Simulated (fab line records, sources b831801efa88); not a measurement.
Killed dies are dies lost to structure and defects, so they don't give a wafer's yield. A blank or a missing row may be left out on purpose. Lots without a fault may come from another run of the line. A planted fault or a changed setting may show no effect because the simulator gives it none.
Tool commonality check | flow sky130 | 12 lots, 36 wafers sampled

WHY IT WAS OPENED
At SKY_VIA1_THK_MEAS_01 the reading VIA1_HDPCVD_THK is flagged on 2 of 12 lots. Wafers without a fault read 1039 nm, standard deviation 9.2.
Rule: a lot is flagged when every wafer of it that has a number lies more than 4 standard deviations from that mean, or none has a number. The other lots count as sound.

lot  | measured     | on            | VIA1_HDPCVD_THK (nm), wafer by wafer | flag
L696 | day 33 14:11 | film_metro-04 | 1029 1042 1044                       |
L698 | day 34 06:38 | film_metro-04 | 1041 1055 1045                       |
L699 | day 34 12:49 | film_metro-02 | 1046 1034 1047                       |
L702 | day 35 20:47 | film_metro-04 | 1032 1016 1018                       |
L703 | day 35 23:50 | film_metro-04 | 1034 1025 1035                       |
L704 | day 36 16:13 | film_metro-04 | 1043 1035 1042                       |
L705 | day 36 17:44 | film_metro-04 | 1013 1026 1017                       |
L706 | day 36 20:19 | film_metro-02 | 2057 2048 2083                       | FLAGGED
L707 | day 37 01:56 | film_metro-04 | 2082 2061 2067                       | FLAGGED
L708 | day 37 15:46 | film_metro-02 | 1030 1038 1016                       |
L717 | day 39 16:37 | film_metro-03 | 1035 1045 1036                       |
L719 | day 40 10:16 | film_metro-03 | 1037 1031 1041                       |
The numbers of the flagged lots are 2066 nm on average: +1027 nm against the usual, or +99 or more standard deviations.

WHICH TOOL RAN EACH LOT
The record holds 3 process steps before the reading, out of a route of 708 steps. In each cell: the tool, then ch and the chambers that the sampled wafers went through, then the start.
lot  | flag    | SKY_METAL1_SPUTTER_02        | SKY_METAL1_ETCH_18                | SKY_VIA1_HDPCVD_00
L696 |         | pvd_sputter-02, day 32 10:01 | rie_metal-01 ch 0,1, day 33 13:19 | hdpcvd-02 ch 1,2, day 33 14:05
L698 |         | pvd_sputter-04, day 33 02:01 | rie_metal-02 ch 0,1, day 34 05:43 | hdpcvd-02 ch 0,1,2, day 34 06:31
L699 |         | pvd_sputter-01, day 33 08:21 | rie_metal-03 ch 0,1, day 34 11:57 | hdpcvd-02 ch 0,1, day 34 12:41
L702 |         | pvd_sputter-02, day 34 17:52 | rie_metal-03 ch 0,1, day 35 19:55 | hdpcvd-01 ch 0,2, day 35 20:40
L703 |         | pvd_sputter-04, day 34 19:40 | rie_metal-03 ch 0,1, day 35 22:59 | hdpcvd-02 ch 0,1, day 35 23:43
L704 |         | pvd_sputter-01, day 35 11:23 | rie_metal-02 ch 0,1, day 36 15:21 | hdpcvd-02 ch 0,1, day 36 16:06
L705 |         | pvd_sputter-01, day 35 13:25 | rie_metal-01 ch 0,1, day 36 16:53 | hdpcvd-01 ch 0,2, day 36 17:38
L706 | FLAGGED | pvd_sputter-04, day 35 15:19 | rie_metal-03 ch 0,1, day 36 19:11 | hdpcvd-01 ch 1,2, day 36 19:56
L707 | FLAGGED | pvd_sputter-02, day 35 21:29 | rie_metal-02 ch 0,1, day 37 00:48 | hdpcvd-02 ch 0,1,2, day 37 01:31
L708 |         | pvd_sputter-01, day 36 11:40 | rie_metal-01 ch 0,1, day 37 14:54 | hdpcvd-02 ch 0,1,2, day 37 15:41
L717 |         | pvd_sputter-01, day 38 12:53 | rie_metal-01 ch 0,1, day 39 15:45 | hdpcvd-02 ch 0,2, day 39 16:29
L719 |         | pvd_sputter-02, day 39 07:34 | rie_metal-03 ch 0,1, day 40 09:24 | hdpcvd-02 ch 0,1,2, day 40 10:11
What these steps do:
- SKY_METAL1_SPUTTER_02: material AlCu, target thk 250 nm, time 13.3 s.
- SKY_METAL1_ETCH_18: etches BARC in N2/H2, stops on SiO2, time 45.9 s, target depth 60 nm.
- SKY_VIA1_HDPCVD_00: deposits SiO2, target thk 1030 nm, time 171.7 s.
- SKY_VIA1_THK_MEAS_01

FLAGGED OVER TOTAL, TOOL BY TOOL (the gauges that took the reading come last)
step                  | tool           | lots run | flagged | share of the flagged lots | sound lots run after its first flagged lot
SKY_METAL1_SPUTTER_02 | pvd_sputter-01 | 5        | 0       | none                      | -
SKY_METAL1_SPUTTER_02 | pvd_sputter-02 | 4        | 1       | some                      | 1 (L719)
SKY_METAL1_SPUTTER_02 | pvd_sputter-04 | 3        | 1       | some                      | 0
SKY_METAL1_ETCH_18    | rie_metal-01   | 4        | 0       | none                      | -
SKY_METAL1_ETCH_18    | rie_metal-02   | 3        | 1       | some                      | 0
SKY_METAL1_ETCH_18    | rie_metal-03   | 5        | 1       | some                      | 1 (L719)
SKY_VIA1_HDPCVD_00    | hdpcvd-01      | 3        | 1       | some                      | 0
SKY_VIA1_HDPCVD_00    | hdpcvd-02      | 9        | 1       | some                      | 3 (L708,L717,L719)
SKY_VIA1_THK_MEAS_01  | film_metro-02  | 3        | 1       | some                      | 1 (L708)
SKY_VIA1_THK_MEAS_01  | film_metro-03  | 2        | 0       | none                      | -
SKY_VIA1_THK_MEAS_01  | film_metro-04  | 7        | 1       | some                      | 0

WHAT THE TABLE ALLOWS
No row of the table ran every flagged lot.

WHAT THE SIMULATOR HAD PUT IN
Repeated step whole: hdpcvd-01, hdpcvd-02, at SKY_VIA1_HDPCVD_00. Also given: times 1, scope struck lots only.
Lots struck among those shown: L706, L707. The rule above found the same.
